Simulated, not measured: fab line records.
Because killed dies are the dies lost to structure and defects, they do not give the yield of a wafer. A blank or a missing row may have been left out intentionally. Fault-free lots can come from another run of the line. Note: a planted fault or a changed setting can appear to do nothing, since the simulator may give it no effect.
Chamber matching | flow gf180mcu | cmp-02 running GF_V4_CMP_04: 4 sister chambers
The step polishes SiO2. 8 wafers are shown with their chamber, then 8 later ones without.

EACH WAFER AND ITS CHAMBER
wafer  | chamber | motor-current-A (A) | time-to-endpoint-s (s)
L430.5 | 1       | 13.0                | 76
L432.1 | 0       | 14.1                | 77
L432.2 | 1       | 13.0                | 75
L432.4 | 3       | 12.9                | 87
L438.4 | 2       | 13.6                | 88
L438.5 | 2       | 13.3                | 89
L438.6 | 3       | 12.8                | 92
L441.1 | 0       | 13.8                | 79

WAFERS WHOSE CHAMBER IS MISSING
wafer  | motor-current-A (A) | time-to-endpoint-s (s)
L441.4 | 12.4                | 87
L441.5 | 13.5                | 85
L443.3 | 13.2                | 72
L443.4 | 13.2                | 91
L443.5 | 14.3                | 89
L444.1 | 12.7                | 87
L444.2 | 14.2                | 84
L444.5 | 12.5                | 93

THE CHAMBER EACH PASSED THROUGH
wafer  | from the rows above     | in truth
L441.4 | 3                       | 3
L441.5 | 2                       | 2
L443.3 | 1                       | 1
L443.4 | can't be placed: 2 or 3 | 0
L443.5 | can't be placed: 2 or 0 | 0
L444.1 | 3                       | 3
L444.2 | can't be placed: 0 or 2 | 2
L444.5 | 3                       | 3
Correct placement for 5 of the 8. Can't be placed from these rows: 3 (the true chamber is among the candidates in 2). Placed wrongly: 0.
How it was worked out, from the rows above alone: a wafer's distance from a chamber is the root of the sum, over the readings, of the square of ((its reading less the chamber's mean) divided by the reading's scatter). If the next closest chamber is less than 2 further off than the closest, the wafer can't be placed; otherwise it belongs to the closest. The mean given for a chamber averages the wafers shown for that chamber. The scatter: take each reading less its chamber's mean, square it, sum over the shown wafers, divide by the number of wafers less the number of chambers, and take the root.
